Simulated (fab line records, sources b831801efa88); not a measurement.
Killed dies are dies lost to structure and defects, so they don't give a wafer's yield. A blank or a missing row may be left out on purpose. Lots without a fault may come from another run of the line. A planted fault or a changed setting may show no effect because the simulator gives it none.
Chamber matching | flow gf180mcu | GF_V5_CMP_04 on cmp-01: 4 sister chambers
The step polishes SiO2. 4 wafers are shown with their chamber, then 7 later ones without.

WAFERS WITH THEIR CHAMBER
wafer  | chamber | motor_current_A (A)
L418.4 | 0       | 12.4
L418.5 | 2       | 13.6
L417.1 | 3       | 10.6
L417.2 | 1       | 10.3

WAFERS WITHOUT THEIR CHAMBER
wafer  | motor_current_A (A)
L417.4 | 12.9
L419.3 | 13.7
L419.4 | 11.0
L419.6 | 10.2
L421.2 | 10.7
L421.3 | 11.6
L421.6 | 14.2

WHICH CHAMBER EACH WENT THROUGH
wafer  | from the rows above          | in truth
L417.4 | can't be placed: 0 or 2      | 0
L419.3 | 2                            | 2
L419.4 | can't be placed: 3 or 1      | 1
L419.6 | can't be placed: 1 or 3      | 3
L421.2 | can't be placed: 3 or 1      | 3
L421.3 | can't be placed: 0 or 3 or 1 | 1
L421.6 | 2                            | 2
Placed correctly: 2 of 7. Can't be placed from these rows: 5 (the true chamber is among the candidates in 5). Placed wrongly: 0.
How it was worked out, from the rows above alone: a wafer's distance from a chamber is the root of the sum, over the readings, of the square of ((its reading less the chamber's mean) divided by the reading's scatter). The wafer belongs to the nearest chamber; if the next one is less than 2 further off, it can't be placed. A chamber's mean is the mean of its shown wafers. The scatter: with one shown wafer a chamber, the root of the mean of the squares of how far each hidden wafer lies from its nearest shown one.
